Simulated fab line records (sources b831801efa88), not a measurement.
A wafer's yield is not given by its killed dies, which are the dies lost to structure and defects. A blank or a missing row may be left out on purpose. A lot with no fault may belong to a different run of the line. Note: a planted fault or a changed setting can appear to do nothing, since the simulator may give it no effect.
Which tool was responsible? / flow gf180mcu / 15 lots, 45 wafers sampled, at 4 steps of a route of 602

== WHAT THE GAUGES READ, wafer by wafer ==
GF_V1_THK_MEAS_01. Usual: V1_CVD_00_THK 601 nm, standard deviation 5.3.
lot=L492; measured=day 17 00:11; on=film metro-04; V1_CVD_00_THK (nm)=608 603 610; flag=
lot=L495; measured=day 17 19:21; on=film metro-04; V1_CVD_00_THK (nm)=596 599 602; flag=
lot=L496; measured=day 18 11:37; on=film metro-02; V1_CVD_00_THK (nm)=607 603 602; flag=
lot=L497; measured=day 18 20:10; on=film metro-04; V1_CVD_00_THK (nm)=613 611 605; flag=
lot=L498; measured=day 19 06:30; on=film metro-02; V1_CVD_00_THK (nm)=603 604 599; flag=
lot=L499; measured=day 19 17:47; on=film metro-02; V1_CVD_00_THK (nm)=600 600 597; flag=
lot=L500; measured=day 20 04:49; on=film metro-04; V1_CVD_00_THK (nm)=598 601 603; flag=
lot=L501; measured=day 20 11:43; on=film metro-04; V1_CVD_00_THK (nm)=604 601 611; flag=
lot=L502; measured=day 21 03:41; on=film metro-02; V1_CVD_00_THK (nm)=604 606 598; flag=
lot=L513; measured=day 24 13:23; on=film metro-02; V1_CVD_00_THK (nm)=598 589 603; flag=
lot=L514; measured=day 24 20:39; on=film metro-04; V1_CVD_00_THK (nm)=596 594 603; flag=
lot=L515; measured=day 25 04:11; on=film metro-04; V1_CVD_00_THK (nm)=612 612 602; flag=

GF_V1_BOW_MEAS_05. Usual: V1_BOW 81 um, standard deviation 6.9.
lot=L492; measured=day 17 00:42; on=film metro-04; V1_BOW (um)=76 78 77; flag=
lot=L495; measured=day 17 19:53; on=film metro-04; V1_BOW (um)=81 66 80; flag=
lot=L496; measured=day 18 12:07; on=film metro-04; V1_BOW (um)=85 85 89; flag=
lot=L497; measured=day 18 20:39; on=film metro-04; V1_BOW (um)=75 77 74; flag=
lot=L498; measured=day 19 06:59; on=film metro-01; V1_BOW (um)=94 86 92; flag=
lot=L499; measured=day 19 18:17; on=film metro-04; V1_BOW (um)=85 90 93; flag=
lot=L500; measured=day 20 05:19; on=film metro-01; V1_BOW (um)=76 82 86; flag=
lot=L501; measured=day 20 12:14; on=film metro-02; V1_BOW (um)=78 86 72; flag=
lot=L502; measured=day 21 04:13; on=film metro-01; V1_BOW (um)=79 82 66; flag=
lot=L513; measured=day 24 13:53; on=film metro-01; V1_BOW (um)=79 76 77; flag=
lot=L514; measured=day 24 21:08; on=film metro-04; V1_BOW (um)=78 83 81; flag=
lot=L515; measured=day 25 04:41; on=film metro-01; V1_BOW (um)=79 93 87; flag=

== WHICH TOOL RAN EACH LOT (tool, then ch and the chambers of the sampled wafers, then the start) ==
lot=L492; GF_SALICIDE_RTA_08=rtp anneal-02 ch 0, day 15 01:41; GF_M1_SPUTTER_03=pvd sputter-01, day 16 01:13
lot=L495; GF_SALICIDE_RTA_08=rtp anneal-01 ch 0, day 15 19:50; GF_M1_SPUTTER_03=pvd sputter-02, day 16 19:55
lot=L496; GF_SALICIDE_RTA_08=rtp anneal-01 ch 0, day 16 10:48; GF_M1_SPUTTER_03=pvd sputter-01, day 17 11:10
lot=L497; GF_SALICIDE_RTA_08=rtp anneal-02 ch 0, day 16 18:26; GF_M1_SPUTTER_03=pvd sputter-02, day 17 19:26
lot=L498; GF_SALICIDE_RTA_08=rtp anneal-02 ch 0, day 17 04:58; GF_M1_SPUTTER_03=pvd sputter-01, day 18 05:59
lot=L499; GF_SALICIDE_RTA_08=rtp anneal-01 ch 0, day 17 15:18; GF_M1_SPUTTER_03=pvd sputter-01, day 18 16:42
lot=L500; GF_SALICIDE_RTA_08=rtp anneal-01 ch 0, day 18 02:31; GF_M1_SPUTTER_03=pvd sputter-01, day 19 04:21
lot=L501; GF_SALICIDE_RTA_08=rtp anneal-01 ch 0, day 18 09:01; GF_M1_SPUTTER_03=pvd sputter-03, day 19 10:53
lot=L502; GF_SALICIDE_RTA_08=rtp anneal-02 ch 0, day 19 00:07; GF_M1_SPUTTER_03=pvd sputter-03, day 20 02:26
lot=L509; GF_SALICIDE_RTA_08=rtp anneal-02, day 21 07:49; GF_M1_SPUTTER_03=-
lot=L510; GF_SALICIDE_RTA_08=rtp anneal-01, day 21 17:03; GF_M1_SPUTTER_03=-
lot=L511; GF_SALICIDE_RTA_08=rtp anneal-01, day 21 21:32; GF_M1_SPUTTER_03=-
lot=L513; GF_SALICIDE_RTA_08=rtp anneal-02 ch 0, day 22 11:40; GF_M1_SPUTTER_03=pvd sputter-03, day 23 13:40
lot=L514; GF_SALICIDE_RTA_08=rtp anneal-02 ch 0, day 22 19:43; GF_M1_SPUTTER_03=pvd sputter-02, day 23 20:59
lot=L515; GF_SALICIDE_RTA_08=rtp anneal-01 ch 0, day 23 05:07; GF_M1_SPUTTER_03=pvd sputter-03, day 24 05:24
- GF_SALICIDE_RTA_08: time 30 s.
- GF_M1_SPUTTER_03: material Ti, target thk 10 nm, time 6.7 s.

== AS READ BY THE TOOLS THEMSELVES (means over the sampled wafers that have a number; for cases with no such wafer, the mark the record gives instead) ==
GF_SALICIDE_RTA_08. Usual: anneal temp c max 805.1, standard deviation 1.4; chamber o2 ppm 1.995, standard deviation 0.02; lamp power pct 16.1 %, standard deviation 0.58; wafer_temp_C_max 805.9, standard deviation 1.6.
lot=L492; tool=rtp anneal-02; anneal temp c max=805.8; chamber o2 ppm=2.003; lamp power pct (%)=15.5; wafer_temp_C_max=806.9; flag=
lot=L495; tool=rtp anneal-01; anneal temp c max=804.2; chamber o2 ppm=1.987; lamp power pct (%)=16.6; wafer_temp_C_max=805.4; flag=
lot=L496; tool=rtp anneal-01; anneal temp c max=803.0; chamber o2 ppm=2.007; lamp power pct (%)=16.6; wafer_temp_C_max=805.1; flag=
lot=L497; tool=rtp anneal-02; anneal temp c max=806.0; chamber o2 ppm=1.992; lamp power pct (%)=15.5; wafer_temp_C_max=807.2; flag=
lot=L498; tool=rtp anneal-02; anneal temp c max=807.6; chamber o2 ppm=1.983; lamp power pct (%)=15.5; wafer_temp_C_max=807.2; flag=
lot=L499; tool=rtp anneal-01; anneal temp c max=803.7; chamber o2 ppm=1.985; lamp power pct (%)=16.6; wafer_temp_C_max=804.9; flag=
lot=L500; tool=rtp anneal-01; anneal temp c max=804.0; chamber o2 ppm=2.001; lamp power pct (%)=16.6; wafer_temp_C_max=804.1; flag=
lot=L501; tool=rtp anneal-01; anneal temp c max=803.7; chamber o2 ppm=2.006; lamp power pct (%)=16.6; wafer_temp_C_max=805.7; flag=
lot=L502; tool=rtp anneal-02; anneal temp c max=805.6; chamber o2 ppm=1.998; lamp power pct (%)=15.5; wafer_temp_C_max=808.7; flag=
lot=L509; tool=rtp anneal-02; anneal temp c max=-; chamber o2 ppm=-; lamp power pct (%)=-; wafer_temp_C_max=-; flag=OFF
lot=L510; tool=rtp anneal-01; anneal temp c max=-; chamber o2 ppm=-; lamp power pct (%)=-; wafer_temp_C_max=-; flag=OFF
lot=L511; tool=rtp anneal-01; anneal temp c max=-; chamber o2 ppm=-; lamp power pct (%)=-; wafer_temp_C_max=-; flag=OFF
lot=L513; tool=rtp anneal-02; anneal temp c max=806.5; chamber o2 ppm=1.979; lamp power pct (%)=15.5; wafer_temp_C_max=806.1; flag=
lot=L514; tool=rtp anneal-02; anneal temp c max=806.6; chamber o2 ppm=1.997; lamp power pct (%)=15.5; wafer_temp_C_max=807.0; flag=
lot=L515; tool=rtp anneal-01; anneal temp c max=804.5; chamber o2 ppm=2.006; lamp power pct (%)=16.6; wafer_temp_C_max=805.3; flag=

GF_M1_SPUTTER_03. Usual: 30.3 % for throttle valve pct, sd 0.84.
lot=L492; tool=pvd sputter-01; throttle valve pct (%)=30.9; flag=
lot=L495; tool=pvd sputter-02; throttle valve pct (%)=30.0; flag=
lot=L496; tool=pvd sputter-01; throttle valve pct (%)=30.1; flag=
lot=L497; tool=pvd sputter-02; throttle valve pct (%)=29.8; flag=
lot=L498; tool=pvd sputter-01; throttle valve pct (%)=29.5; flag=
lot=L499; tool=pvd sputter-01; throttle valve pct (%)=30.3; flag=
lot=L500; tool=pvd sputter-01; throttle valve pct (%)=30.0; flag=
lot=L501; tool=pvd sputter-03; throttle valve pct (%)=30.5; flag=
lot=L502; tool=pvd sputter-03; throttle valve pct (%)=30.0; flag=
lot=L513; tool=pvd sputter-03; throttle valve pct (%)=30.7; flag=
lot=L514; tool=pvd sputter-02; throttle valve pct (%)=29.4; flag=
lot=L515; tool=pvd sputter-03; throttle valve pct (%)=30.8; flag=

== THE ANSWER, worked out from the rows above alone ==
Rule: a lot counts as off when the mean over its wafers that have a number is more than 3 standard deviations away from the usual mean. A lot without any number at a reading at which 4 lots or more have one is off too. The other lots that the step has rows for count as sound. First the gauges in route order, then the tools' own readings, where a lot's mean is used as printed above. The first step at which some lot is off is used, and at that step the reading that is off furthest; a lot without a number counts as furthest.
Off: L509, L510, L511, at GF_SALICIDE_RTA_08 (anneal temp c max). Without a number there: L509, L510, L511.
If a tool, at that step or one of the process steps before it, ran each lot that is off and ran no sound lot following the first of them, it fits. Of those tried, none fits.

== WHAT WAS PUT IN BY THE SIMULATOR ==
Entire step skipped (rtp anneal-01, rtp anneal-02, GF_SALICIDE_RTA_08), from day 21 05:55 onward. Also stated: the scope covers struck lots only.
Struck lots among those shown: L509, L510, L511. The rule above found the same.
